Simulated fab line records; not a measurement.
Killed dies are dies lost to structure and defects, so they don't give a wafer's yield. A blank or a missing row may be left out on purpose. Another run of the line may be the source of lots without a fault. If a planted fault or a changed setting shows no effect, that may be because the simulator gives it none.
A struck lot beside a sound one | flow sky130 | 20 out of 708 route steps
Sound: these wafers, L700.1, L700.2, L700.6. Struck: wafer L705.6. (L705.2 of the same lot was not struck and is left out.) The cause comes at the end.
For every step that has rows: the tool of each side, followed by ch and its chambers, followed by its first start. Under that, the readings that differ: sound wafers | struck wafers | difference of the means | sigmas: that difference in standard deviations of wafers without a fault.
alike: a reading whose means differ by less than 2 such deviations, as well as words and numbers matching on both sides. not compared: withheld readings; readings where some wafer has no value; bounds like >300 that might hide an equal value; numbers whose values overlap and for which the record gives no deviation.
A row with sigmas, a row that says differs or no value, or rows on one side alone: a step with any of these is where the two part. Numbers that don't overlap but have no deviation are shown without sigmas and don't part them. A reading missing from all wafers of one side parts the sides only when that side holds two or more wafers.

SKY_SONOS_TUNNEL_TW_MEAS_12:
  sound on filmMetro-04, day 11 13:42; struck on filmMetro-04, day 13 12:23
  alike: SONOS_TUNNEL_TW
then, 2 steps without rows for these wafers: SKY_SONOS_TUNNEL_CLEAN_13 (cleans in dHF, time 20 s); SKY_SONOS_ONO_OXIDATION_00 (stabilise 600 s, purge 300 s, target thk 2.6 nm).
SKY_SONOS_ONO_THK_MEAS_01:
  sound on filmMetro-02, day 11 17:02; struck on filmMetro-02, day 13 14:29
  alike: SONOS_ONO_OXIDATION_THK
then, 1 step without rows for these wafers: SKY_SONOS_ONO_CVD_02 (deposits Si3N4 from DCS/NH3, target thk 10.5 nm, time 180 s).
SKY_SONOS_ONO_THK_MEAS_03:
  sound on filmMetro-03, day 11 18:08; struck on filmMetro-04, day 13 16:32
  alike: SONOS_ONO_CVD_02_THK
then, 1 step without rows for these wafers: SKY_SONOS_ONO_CVD_04 (deposits SiO2 from SiH4/N2O, target thk 5.7199 nm).
SKY_SONOS_ONO_THK_MEAS_05:
  sound on filmMetro-04, day 11 19:27; struck on filmMetro-03, day 13 17:51
  alike: SONOS_ONO_CVD_04_THK
then, 4 steps without rows for these wafers: SKY_SONOS_ONO_DEHYDRATE_06 (time 60 s); SKY_SONOS_ONO_HMDS_07 (prime time 60 s); SKY_SONOS_ONO_COAT_08 (resist thk 1140 nm); SKY_SONOS_ONO_SOFTBAKE_09 (time 60 s).
SKY_SONOS_ONO_EXPOSE_10: exposes mask ONOM, target cd 410 nm.
  sound on ilineStepper-02 ch 0, day 12 07:54; struck on ilineStepper-02 ch 0, day 14 06:45
  alike: mask
then, 2 steps without rows for these wafers: SKY_SONOS_ONO_PEB_11; SKY_SONOS_ONO_DEVELOP_12 (develop time 60 s).
SKY_SONOS_ONO_CD_MEAS_13 targets a cd of 410 nm.
  sound on cdSem-02, day 12 19:29; struck on cdSem-02, day 14 19:42
reading   | sound             | struck | difference | sigmas
cdNm (nm) | 407.4 407.2 406.8 | 332.8  | -74.3      | -29
SKY_SONOS_ONO_OVL_MEAS_14:
  sound on overlay-02, day 12 19:36; struck on overlay-02, day 14 19:49
  alike: SONOS_ONO_OVL
SKY_SONOS_ONO_ETCH_15: etches the open film in CHF3/O2, target depth 19.52 nm, time 7.8 s.
  sound on rieDiel-04 ch 2,3, day 12 19:38; struck on rieDiel-02 ch 2, day 14 19:50
reading                   | sound           | struck | difference | sigmas
model.SONOS_ONO.cdNm (nm) | 407 407.5 406.7 | 333.2  | -73.9      | 
  alike: drypumpMotorCurrentA, oesProductAu, throttleValvePct
  not compared: rfHoursCounterH
then, 1 step without rows for these wafers: SKY_SONOS_ONO_WET_ETCH_16 (etches SiO2 in dHF, target depth 14 nm, time 280 s).
-- a jump in the record: the struck wafers' starts before and after are 32 days apart (it breaks off in module SONOS_ONO and resumes in module PAD_OPEN, where the first step shown is number 708 of the route) --
SKY_PAD_OPEN_PROBE_99:
  rows exist in the record for the struck wafers here (prober-01, day 47 05:28), but not for the sound ones

## WHERE THEY PART
Last at SKY_PAD_OPEN_PROBE_99 as far as this record goes, first at SKY_SONOS_ONO_CD_MEAS_13.

WHY: what the simulator had put in
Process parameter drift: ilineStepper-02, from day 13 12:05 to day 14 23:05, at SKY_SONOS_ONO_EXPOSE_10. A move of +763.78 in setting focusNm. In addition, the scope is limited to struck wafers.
